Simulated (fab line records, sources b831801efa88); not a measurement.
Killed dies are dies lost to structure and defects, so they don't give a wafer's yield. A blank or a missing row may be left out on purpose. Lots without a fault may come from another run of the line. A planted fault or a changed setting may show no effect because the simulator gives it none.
fab line records | flow sky130
record lots=5 wafers=15 last_day=48
route steps=708 shown VIA1@467 METAL2@483 PAD_OPEN@708
lots that met no fault: from a run of the same line without faults
start_h: hours from the record's first day to the start of the lot's first wafer shown | wait_h: hours since the lot's step before | " the same as in the row above | L1.1+2: a row that stands for several wafers | - no value, or no start given | * or withheld: withheld | < > ~ a bound
route shown NAME@n: a module of which the file shows steps, and the number in the route of the first | usual: mean/standard deviation of fault-free wafers | same: alike in all rows | chamber/n: place in a boat | sites: the reading at each site | _std_site: their standard deviation | _edge_site: outer sites' mean less inner sites' | radius_mm: how far each site lies from the wafer's centre | mask NAME#n: copy n | behind: the tool/chamber that last shaped the wafer | hold: why the lot was held/for how many hours/how that ended | device: the transistor (n, p or np) that didn't switch | end of line: the same wafers' tests at the end of the route | a step without rows: its recipe alone | killed: dies lost to structure and defects at the first sort, not the wafer's yield | map: a wafer's dies, x killed, . not, _ none there
set.NAME: the setting as run; set.NAME@STEP: as run at that earlier step | model.NAME: the simulator's own value behind a step, which no gauge read
lots at some steps of the route; a table a step, a row a wafer
services: from which hour (start_h, from the record's first day; less than 0 if before it) a tool's chamber was out of use, for how many hours, and why
## steps
# step SKY_VIA1_EXPOSE_09
# recipe mask_id=VIM na=0.8 source_shape=annular sigma_inner=0.55 sigma_outer=0.85 target_cd_nm=150 dose_mj=38
# step SKY_VIA1_PEB_10
# recipe peb_temp_c=withheld peb_time_s=withheld resist=KrF-thick
# step SKY_VIA1_DEVELOP_11
# recipe develop_time_s=60 resist=KrF-thick dev_temp_c=21
# step SKY_VIA1_CD_MEAS_12
# recipe target_cd_nm=150
# usual cd_nm=149.9/1.9
# columns lot.wafer tool chamber start_h wait_h cd_nm
L655.1 cd_sem-01 - 804.28 - 149.3
L655.2 " - " " 150.0
L655.6 " - " " 148.2
L658.1 cd_sem-01 - 828.60 - 147.5
L658.2 " - " " 148.0
L658.4 " - " " 147.1
L659.1 cd_sem-01 - 839.25 - 145.4
L659.4 " - " " 145.7
L659.6 " - " " 146.2
L663.1 cd_sem-01 - 868.43 - 150.1
L663.4 " - " " 148.0
L663.6 " - " " 148.3
L665.1 cd_sem-01 - 896.51 - 151.7
L665.5 " - " " 150.8
L665.6 " - " " 150.8
# step SKY_VIA1_OVL_MEAS_13
# usual VIA1_OVL=1/6.2
# columns lot.wafer tool chamber start_h wait_h VIA1_OVL[nm]
L655.1 overlay-01 - 804.40 0.1 -6
L655.2 " - " " -8
L655.6 " - " " -2
L658.1 overlay-02 - 828.72 0.1 0
L658.2 " - " " 6
L658.4 " - " " 6
L659.1 overlay-01 - 839.37 0.1 -2
L659.4 " - " " -9
L659.6 " - " " -6
L663.1 overlay-01 - 868.55 0.1 6
L663.4 " - " " 1
L663.6 " - " " 1
L665.1 overlay-01 - 896.63 0.1 1
L665.5 " - " " 3
L665.6 " - " " -6
# step SKY_VIA1_ETCH_14
# recipe chemistry=N2/H2 target=BARC ion_energy_ev=200 source_w=500 bias_w=100 pressure_mtorr=30 n2_flow_sccm=100 h2_flow_sccm=200 stop_on=SiO2 time_s=45.9 target_depth_a=600
# usual drypump_motor_current_A=5.6/0.46 n2_flow_sccm=100.0/0.3 oes_product_au=0.854/0.0049 rf_fwd_power_W=493.7/2.1 throttle_valve_pct=13.226/0.0092
# columns lot.wafer tool chamber start_h wait_h drypump_motor_current_A n2_flow_sccm oes_product_au rf_fwd_power_W rf_hours_counter_h throttle_valve_pct
L655.1 rie_diel-01 0 804.44 0.0 5.9 99.9 0.850 493.9 1 13.221
L655.2 " 3 " " 5.6 100.1 0.848 492.5 8 13.224
L655.6 " 1 " " 6.3 99.7 0.856 490.9 - 13.227
L658.1 rie_diel-04 0 828.76 0.0 5.0 99.7 0.856 491.9 7 13.219
L658.2 " 1 " " 5.8 99.5 0.847 492.4 10 13.229
L658.4 " 3 " " 5.2 100.2 0.859 490.7 12 13.222
L659.1 rie_diel-03 1 839.41 0.0 5.3 100.6 0.853 492.5 8 13.221
L659.4 " 2 " " 5.1 100.5 0.852 496.7 - 13.228
L659.6 " 0 " " 5.2 100.0 0.851 495.9 - 13.223
L663.1 rie_diel-01 1 868.59 0.0 6.4 99.7 0.850 493.8 16 13.238
L663.4 " 0 " " 5.9 100.4 0.854 493.7 2 13.235
L663.6 " 3 " " 5.6 100.3 0.847 493.8 - 13.218
L665.1 rie_diel-03 3 896.66 0.0 5.3 99.9 0.859 496.7 25 13.234
L665.5 " 2 " " 5.1 100.4 0.858 496.1 - 13.225
L665.6 " 1 " " 5.3 100.1 0.847 494.8 - 13.235
# step SKY_VIA1_ETCH_15
# recipe target=SiO2 chemistry=C4F8/O2/Ar target_depth_nm=351 stop_on=TiN mask_material=KrF-thick source_w=1500 bias_w=1200 pressure_mtorr=40 c4f8_flow_sccm=withheld O2_flow_sccm=6 Ar_flow_sccm=300 time_s=54
# usual oes_product_au=0.982/0.0056 rf_fwd_power_W=1483/5.6
# columns lot.wafer tool chamber start_h wait_h oes_product_au rf_fwd_power_W rf_hours_counter_h
L655.1 rie_diel-01 0 804.48 0.0 0.974 1480 1
L655.2 " 3 " " 0.972 1485 8
L655.6 " 1 " " 0.974 1477 -
L658.1 rie_diel-04 0 828.80 0.0 0.978 1473 7
L658.2 " 1 " " 0.982 1476 10
L658.4 " 3 " " 0.989 1476 12
L659.1 rie_diel-03 1 839.45 0.0 0.977 1487 8
L659.4 " 2 " " 0.983 1481 -
L659.6 " 0 " " 0.984 1482 -
L663.1 rie_diel-01 1 868.63 0.0 0.981 1479 16
L663.4 " 0 " " 0.989 1482 2
L663.6 " 3 " " 0.983 1492 -
L665.1 rie_diel-03 3 896.70 0.0 0.981 1481 25
L665.5 " 2 " " 0.993 1482 -
L665.6 " 1 " " 0.988 1477 -
# step SKY_VIA1_STRIP_16
# recipe chemistry=O2/N2 power_w=1400 pressure_mtorr=1500 platen_temp_c=withheld o2_flow_sccm=3000 n2_flow_sccm=300 overash_fraction=0.5
# usual drypump_motor_current_A=5.45/0.14 n2_flow_sccm=299.9/0.88 oes_product_au=0.415/0.0044 strip_time_to_endpoint_s=4.446/0.025
# columns lot.wafer tool chamber start_h wait_h drypump_motor_current_A n2_flow_sccm oes_product_au rf_hours_counter_h strip_time_to_endpoint_s
L655.1 plasma_asher-04 0 804.53 0.0 5.69 300.1 0.416 7 4.455
L655.2 " 1 " " 5.34 298.1 0.415 7 4.457
L655.6 " 0 " " 5.70 297.2 0.415 - 4.470
L658.1 plasma_asher-01 1 828.85 0.0 5.20 298.3 0.415 41 4.492
L658.2 " 0 " " 5.47 301.3 0.417 41 4.455
L658.4 " 0 " " 5.48 300.8 0.414 - 4.454
L659.1 plasma_asher-04 1 839.50 0.0 5.41 298.8 0.413 9 4.443
L659.4 " 1 " " 5.33 300.2 0.411 - 4.447
L659.6 " 0 " " 5.69 302.1 0.419 - 4.385
L663.1 plasma_asher-02 0 868.68 0.0 5.47 300.9 0.415 72 4.464
L663.4 " 1 " " 5.51 299.6 0.416 - 4.444
L663.6 " 0 " " 5.47 299.5 0.409 - 4.456
L665.1 plasma_asher-01 0 896.75 0.0 5.47 298.9 0.415 47 4.476
L665.5 " 1 " " 5.21 300.1 0.410 - 4.439
L665.6 " 0 " " 5.45 300.5 0.416 - 4.434
# step SKY_VIA1_STRIP_17
# recipe chemistry=post_etch_residue_remover time_s=1200 temp_c=72.5
# step SKY_VIA1_CLEAN_18
# recipe chemistry=IPA time_s=180 temp_c=25
# step SKY_VIA1_CLEAN_19
# recipe chemistry=O3/DIW dry=n2_spin
# step SKY_VIA1_SPUTTER_20
# recipe material=TiN target_thk_nm=20 chamber_pressure_pa=5 power_w=4000 time_s=80
# usual throttle_valve_pct=30.2/0.5
# columns lot.wafer tool chamber start_h wait_h throttle_valve_pct
L655.1 pvd_sputter-03 - 805.13 0.0 29.5
L655.2 " - " " 30.7
L655.6 " - " " 30.6
L658.1 pvd_sputter-01 - 829.44 0.0 31.2
L658.2 " - " " 30.2
L658.4 " - " " 30.0
L659.1 pvd_sputter-01 - 840.09 0.0 29.8
L659.4 " - " " 29.8
L659.6 " - " " 30.2
L663.1 pvd_sputter-02 - 869.34 0.0 30.4
L663.4 " - " " 30.1
L663.6 " - " " 30.2
L665.1 pvd_sputter-02 - 897.52 0.0 30.1
L665.5 " - " " 30.6
L665.6 " - " " 30.0
# step SKY_VIA1_CVD_21
# recipe material=W target_thk_nm=270 time_s=80.902 temp_c=400 pressure_torr=40
# usual heater_power_w=938/100
# columns lot.wafer tool chamber start_h wait_h heater_power_w model.W_of_VIA1_CVD_21.thk_nm
L655.1 cvd_w-01 0 805.19 0.0 898 276.5
L655.2 " 0 " " 911 273.1
L655.6 " 0 " " 888 272.8
L658.1 cvd_w-02 1 829.50 0.0 879 274.3
L658.2 " 0 " " 1056 268.2
L658.4 " 1 " " 878 274.1
L659.1 cvd_w-02 1 840.15 0.0 873 275.5
L659.4 " 1 " " 887 272.5
L659.6 " 1 " " 887 271.9
L663.1 cvd_w-02 0 869.40 0.0 1067 268.9
L663.4 " 1 " " 875 273.4
L663.6 " 0 " " 1070 269
L665.1 cvd_w-02 0 897.58 0.0 1077 273.5
L665.5 " 1 " " 893 364
L665.6 " 0 " " 1065 361.3
# step SKY_VIA1_RS_MEAS_22
# recipe thk_meas_gauge=four-point-probe reads=W_of_VIA1_CVD_21+TiN_of_VIA1_SPUTTER_20
# usual VIA1_W_RS=0.426/0.0066
# columns lot.wafer tool chamber start_h wait_h VIA1_W_RS[ohm/sq]
L655.1 film_metro-01 - 805.38 0.2 0.416
L655.2 " - " " 0.423
L655.6 " - " " 0.422
L658.1 film_metro-02 - 829.59 0.1 0.421
L658.2 " - " " 0.430
L658.4 " - " " 0.421
L659.1 film_metro-03 - 840.24 0.1 0.418
L659.4 " - " " 0.423
L659.6 " - " " 0.424
L663.1 film_metro-03 - 869.49 0.1 0.429
L663.4 " - " " 0.422
L663.6 " - " " 0.428
L665.1 film_metro-03 - 897.67 0.1 0.422
L665.5 " - " " 0.316
L665.6 " - " " 0.317
# step SKY_VIA1_THK_MEAS_23
# recipe thk_meas_gauge=xrf reads=W_of_VIA1_CVD_21
# usual VIA1_W_THK=262/4.3
# columns lot.wafer tool chamber start_h wait_h VIA1_W_THK[nm]
L655.1 film_metro-01 - 805.50 0.1 268
L655.2 " - " " 265
L655.6 " - " " 265
L658.1 film_metro-02 - 829.71 0.1 269
L658.2 " - " " 262
L658.4 " - " " 269
L659.1 film_metro-03 - 840.36 0.1 265
L659.4 " - " " 263
L659.6 " - " " 262
L663.1 film_metro-03 - 869.61 0.1 259
L663.4 " - " " 263
L663.6 " - " " 259
L665.1 film_metro-03 - 897.79 0.1 264
L665.5 " - " " 350
L665.6 " - " " 346
# step SKY_VIA1_CMP_24
# recipe stop_on=SiO2 t_overpolish_s=15 down_force_psi=3.5 platen_rpm=60 target_thk_nm=0 pad_velocity_m_s=0.94248
# usual motor_current_A=11.0/1.2 slurry_filter_dp_kPa=13.53/0.12 slurry_flow_ml_min=150.0/0.46 time_to_endpoint_s=65/5.8
# columns lot.wafer tool chamber start_h wait_h motor_current_A slurry_filter_dp_kPa slurry_flow_ml_min time_to_endpoint_s
L655.2 cmp-02 0 805.66 0.1 10.5 13.53 150.0 77
L655.1 " 1 " " 9.2 13.51 149.7 62
L655.6 " 3 " " 10.6 13.39 150.1 74
L658.4 cmp-02 0 829.77 0.0 10.8 13.88 150.0 74
L658.2 " 1 " " 9.7 13.59 150.4 55
L658.1 " 2 " " 10.5 13.49 149.9 65
L659.4 cmp-01 2 840.47 0.1 9.8 13.75 150.4 73
L659.1 " 3 " " 13.9 13.64 149.0 76
L659.6 " 1 " " 11.8 13.45 149.1 67
L663.1 cmp-01 3 869.72 0.1 13.9 13.67 150.0 72
L663.4 " 0 " " 11.0 13.60 149.9 66
L663.6 " 2 " " 9.8 13.51 150.7 70
L665.1 cmp-01 2 897.85 0.1 10.0 13.71 149.6 73
L665.6 " 2 " " 9.7 13.45 149.2 93
L665.5 " 3 " " 13.9 13.66 149.3 99
# step SKY_METAL2_SPUTTER_00
# recipe material=Ti target_thk_nm=15 power_w=3000 time_s=10 chamber_pressure_pa=0.4
# usual throttle_valve_pct=30.0/0.68
# columns lot.wafer tool chamber start_h wait_h throttle_valve_pct
L655.1 pvd_sputter-04 - 805.86 0.1 29.5
L655.2 " - " " 30.9
L655.6 " - " " 29.5
L658.1 pvd_sputter-04 - 830.07 0.1 29.7
L658.2 " - " " 29.2
L658.4 " - " " 31.2
L659.1 pvd_sputter-04 - 840.72 0.1 29.4
L659.4 " - " " 29.3
L659.6 " - " " 29.9
L663.1 pvd_sputter-01 - 869.97 0.2 30.1
L663.4 " - " " 31.1
L663.6 " - " " 30.3
L665.1 pvd_sputter-01 - 898.15 0.2 30.1
L665.5 " - " " 31.1
L665.6 " - " " 29.4
# step SKY_PAD_OPEN_PROBE_99
# usual defect_limited_yield=82.6/1.8 killed_at_M0_to_M3=44/6.9 killed_at_M4_up=3.2/1.8 killed_at_contacts=23/5.2 killed_at_front_end=15/4.5 killed_at_other=0.3/0.56 killed_dies=85/8.8 killed_open=47/6.7 killed_short=39/6.4 sort_bin_3_pad_short=0.8/0.4 sort_bin_5_function=10.2/1.3 sort_bin_6_memory=6.4/1.1 sort_n_pass=407/8.8 sort_yield_pct=82.6/1.8
# same gross_dies=492 killed_at_back_side=0 sort_bin_4_leakage[%]=0 sort_bin_8_speed[%]=0
# columns lot.wafer tool chamber start_h wait_h defect_limited_yield[%] killed_at_M0_to_M3 killed_at_M4_up killed_at_contacts killed_at_front_end killed_at_other killed_dies killed_open killed_short sort_bin_3_pad_short[%] sort_bin_5_function[%] sort_bin_6_memory[%] sort_n_pass sort_yield_pct[%]
L655.1 prober-02 - 1083.91 0.1 84.1 45 5 18 10 0 78 40 38 1.4 10.0 4.5 414 84.1
L655.2 prober-02 - 1083.96 0.1 82.9 54 3 14 13 0 84 50 34 0.8 10.2 6.1 408 82.9
L655.6 prober-02 - 1084.16 0.2 80.3 40 6 30 21 0 97 55 42 0.8 12.4 6.5 395 80.3
# killed by level:class
L655.1 VIA2:geometric_particle:open=9 VIA1:geometric_particle:open=9 CONTACT:geometric_particle:short=8 CONTACT:geometric_particle:open=8 VIA1:geometric_particle:short=6 METAL2:geometric_particle:short=5 METAL1:geometric_particle:short=5 POLY_GATE:geometric_particle:short=4
L655.2 VIA1:geometric_particle:open=14 VIA2:geometric_particle:open=9 VIA3:geometric_particle:open=9 CONTACT:geometric_particle:open=6 METAL2:geometric_particle:short=5 METAL1:geometric_particle:short=5 VIA1:geometric_particle:short=4 FIELD_ISO:geometric_particle:short=3
L655.6 VIA1:geometric_particle:open=13 CONTACT:geometric_particle:open=9 FIELD_ISO:geometric_particle:open=8 CONTACT:geometric_particle:short=7 VIA3:geometric_particle:open=7 LI_CONTACT:geometric_particle:open=6 FIELD_ISO:geometric_particle:short=5 VIA1:geometric_particle:short=5
## services
# columns tool chamber start_h hours kind
plasma_asher-02 - 783.97 15.6 pm
cmp-01 - 793.44 4.8 pm
rie_diel-01 2 796.24 8.3 repair
cvd_w-01 1 801.00 8.2 repair
rie_diel-01 - 814.56 0.9 repair
cmp-01 - 818.53 6.7 repair
rie_diel-04 2 821.85 2.5 repair
plasma_asher-04 - 823.87 14.6 pm
plasma_asher-02 - 827.59 2.8 pm
rie_diel-03 3 835.57 7.0 repair
pvd_sputter-02 - 842.70 1.3 repair
cvd_w-01 - 844.09 6.0 pm
plasma_asher-01 - 854.19 14.6 pm
cvd_w-01 0 859.38 13.3 repair
cvd_w-02 - 872.42 1.5 repair
pvd_sputter-01 - 887.25 4.3 repair
## key
first_sign step=SKY_VIA1_RS_MEAS_22 reading=VIA1_W_RS direction=down sigmas=17 usual=0.426 struck=0.316
effect step=SKY_VIA1_THK_MEAS_23 reading=VIA1_W_THK direction=up sigmas=20 usual=262 struck=348
effect step=SKY_VIA1_CMP_24 reading=time_to_endpoint_s direction=up sigmas=5.3 usual=* struck=*
model_effect step=SKY_VIA1_CVD_21 value=W_of_VIA1_CVD_21.thk_nm without=275.1 struck=362.7
met_at SKY_VIA1_CVD_21
struck_wafers L665.5,L665.6
onset_between 869.40 897.58
fault kind=process_parameter_drift tool=cvd_w-02 chamber=- onset_h=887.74 steps=SKY_VIA1_CVD_21 channel=target_thk_nm offset=87.58 shape=step end_h=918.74 scope=struck_wafers_only acts_in=these_recipes_only stated=270
